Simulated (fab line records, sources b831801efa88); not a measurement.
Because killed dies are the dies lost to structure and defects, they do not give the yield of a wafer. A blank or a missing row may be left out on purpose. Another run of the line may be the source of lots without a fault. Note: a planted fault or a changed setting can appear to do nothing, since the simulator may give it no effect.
Lot-split experiment || flow sfq_line || route with 325 steps; 5 lots, 23 wafers read

## SPLIT DETAILS
At SFQ_TRILAYER_M1_LITHO_EXPOSE_040 (exposes mask M1, target cd 500 nm), the setting dose_mj was moved away from the recipe's 14.4 on 10 of the 23 wafers read, by -7.2% to +4.7%. The other wafers ran this setting at the recipe's value.

## FROM THE SPLIT TO THE READING: what the file shows between them, 3 steps
- SFQ_TRILAYER_M1_LITHO_PEB_042: peb time 60 s
- SFQ_TRILAYER_M1_LITHO_DEVELOP_041: time 60 s
- SFQ_TRILAYER_M1_BARC_OPEN_METAL_ETCH_054: etches BARC in O2, target depth 125 nm, time 41.7 s

## THE READING
M1.cd_nm (the simulator's own value, which no gauge read), in nm, at SFQ_TRILAYER_M1_ETCH_METAL_ETCH_042 (etches Nb in Cl2/Ar, stops on SiO2, target depth 240 nm, time 120 s). There is no usual value for it anywhere in the file. Across the 13 wafers here that went through the recipe, the average is 499.7 nm and the standard deviation 2.4 nm.

{"wafer": "L074.2", "tool, chamber at the split": "krf_scanner-01, 0", "dose_mj as run": 14.4, "against the recipe": "recipe", "M1.cd_nm, nm": 500.1, "against lot-mates on the recipe": "-"}
{"wafer": "L074.4", "tool, chamber at the split": "krf_scanner-01, 0", "dose_mj as run": 14.4, "against the recipe": "recipe", "M1.cd_nm, nm": 500.1, "against lot-mates on the recipe": "-"}
{"wafer": "L074.5", "tool, chamber at the split": "krf_scanner-01, 0", "dose_mj as run": 14.4, "against the recipe": "recipe", "M1.cd_nm, nm": 502.9, "against lot-mates on the recipe": "-"}
{"wafer": "L076.2", "tool, chamber at the split": "krf_scanner-01, 0", "dose_mj as run": 13.91, "against the recipe": "-3.4%", "M1.cd_nm, nm": 508.1, "against lot-mates on the recipe": "+7.0"}
{"wafer": "L076.3", "tool, chamber at the split": "krf_scanner-01, 0", "dose_mj as run": 13.91, "against the recipe": "-3.4%", "M1.cd_nm, nm": 504.7, "against lot-mates on the recipe": "+3.6"}
{"wafer": "L076.4", "tool, chamber at the split": "krf_scanner-01, 0", "dose_mj as run": 14.4, "against the recipe": "recipe", "M1.cd_nm, nm": 502.6, "against lot-mates on the recipe": "-"}
{"wafer": "L076.5", "tool, chamber at the split": "krf_scanner-01, 0", "dose_mj as run": 14.4, "against the recipe": "recipe", "M1.cd_nm, nm": 502.5, "against lot-mates on the recipe": "-"}
{"wafer": "L076.6", "tool, chamber at the split": "krf_scanner-01, 0", "dose_mj as run": 14.4, "against the recipe": "recipe", "M1.cd_nm, nm": 498.2, "against lot-mates on the recipe": "-"}
{"wafer": "L078.1", "tool, chamber at the split": "krf_scanner-01, 0", "dose_mj as run": 13.37, "against the recipe": "-7.2%", "M1.cd_nm, nm": 514.3, "against lot-mates on the recipe": "+14.7"}
{"wafer": "L078.2", "tool, chamber at the split": "krf_scanner-01, 0", "dose_mj as run": 14.4, "against the recipe": "recipe", "M1.cd_nm, nm": 499, "against lot-mates on the recipe": "-"}
{"wafer": "L078.3", "tool, chamber at the split": "krf_scanner-01, 0", "dose_mj as run": 13.37, "against the recipe": "-7.2%", "M1.cd_nm, nm": 514, "against lot-mates on the recipe": "+14.4"}
{"wafer": "L078.4", "tool, chamber at the split": "krf_scanner-01, 0", "dose_mj as run": 14.4, "against the recipe": "recipe", "M1.cd_nm, nm": 497.5, "against lot-mates on the recipe": "-"}
{"wafer": "L078.5", "tool, chamber at the split": "krf_scanner-01, 0", "dose_mj as run": 14.4, "against the recipe": "recipe", "M1.cd_nm, nm": 502.3, "against lot-mates on the recipe": "-"}
{"wafer": "L080.2", "tool, chamber at the split": "krf_scanner-01, 0", "dose_mj as run": 14.4, "against the recipe": "recipe", "M1.cd_nm, nm": 496.5, "against lot-mates on the recipe": "-"}
{"wafer": "L080.3", "tool, chamber at the split": "krf_scanner-01, 0", "dose_mj as run": 13.61, "against the recipe": "-5.5%", "M1.cd_nm, nm": 505.1, "against lot-mates on the recipe": "+7.7"}
{"wafer": "L080.4", "tool, chamber at the split": "krf_scanner-01, 0", "dose_mj as run": 13.61, "against the recipe": "-5.5%", "M1.cd_nm, nm": 509.6, "against lot-mates on the recipe": "+12.2"}
{"wafer": "L080.5", "tool, chamber at the split": "krf_scanner-01, 0", "dose_mj as run": 14.4, "against the recipe": "recipe", "M1.cd_nm, nm": 498.4, "against lot-mates on the recipe": "-"}
{"wafer": "L080.6", "tool, chamber at the split": "krf_scanner-01, 0", "dose_mj as run": 13.61, "against the recipe": "-5.5%", "M1.cd_nm, nm": 506.3, "against lot-mates on the recipe": "+8.9"}
{"wafer": "L083.1", "tool, chamber at the split": "krf_scanner-01, 0", "dose_mj as run": 15.07, "against the recipe": "+4.7%", "M1.cd_nm, nm": 493.8, "against lot-mates on the recipe": -4.2}
{"wafer": "L083.3", "tool, chamber at the split": "krf_scanner-01, 0", "dose_mj as run": 15.07, "against the recipe": "+4.7%", "M1.cd_nm, nm": 488.3, "against lot-mates on the recipe": -9.7}
{"wafer": "L083.4", "tool, chamber at the split": "krf_scanner-01, 0", "dose_mj as run": 15.07, "against the recipe": "+4.7%", "M1.cd_nm, nm": 493.7, "against lot-mates on the recipe": -4.3}
{"wafer": "L083.5", "tool, chamber at the split": "krf_scanner-01, 0", "dose_mj as run": 14.4, "against the recipe": "recipe", "M1.cd_nm, nm": 495.3, "against lot-mates on the recipe": "-"}
{"wafer": "L083.6", "tool, chamber at the split": "krf_scanner-01, 0", "dose_mj as run": 14.4, "against the recipe": "recipe", "M1.cd_nm, nm": 500.7, "against lot-mates on the recipe": "-"}

THE FIT
A straight line over all 23 wafers: M1.cd_nm changes by -1.71 nm for each +1% of dose_mj; r = -0.92; the points scatter about the line by 2.5 nm.
The same after taking each lot's own level away (the mean of its wafers on the recipe; 23 wafers): -1.69 nm for each +1%; r = -0.94; scatter 2.2 nm.
That fit puts the effect of the largest move of dose_mj on the reading at 12 nm.
Measured against the standard deviation above, the lots' own levels, which go from 497.45 to 501.10 nm, span 1.5 times it.
Consequently the slope shifts little with the lot-to-lot level, the two slopes agreeing.
Check: for one of the wafers moved furthest among these (-7.2%), held out of the fit, the line's prediction against its lot-mates is +12.1 nm. Against them it came out at +14.7 nm.

## THE WHOLE CHAIN: every reading that the file lists as answering this split, in the file's order
{"step": "SFQ_TRILAYER_M1_BARC_OPEN_METAL_ETCH_054", "what it does": "etches BARC in O2, target depth 125 nm, time 41.7 s", "reading": "M1.cd_nm (the simulator's own value, which no gauge read)", "change (the file's fit)": "-1.6 nm for each +1% of the setting", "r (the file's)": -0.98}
{"step": "SFQ_TRILAYER_M1_ETCH_METAL_ETCH_042", "what it does": "etches Nb in Cl2/Ar, stops on SiO2, target depth 240 nm, time 120 s", "reading": "M1.cd_nm (the simulator's own value, which no gauge read)", "change (the file's fit)": "-1.77 nm for each +1% of the setting", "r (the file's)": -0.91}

## THE FILE'S OWN FIT
M1.cd_nm changes by -1.77 nm for each +1% of dose_mj, r = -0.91.
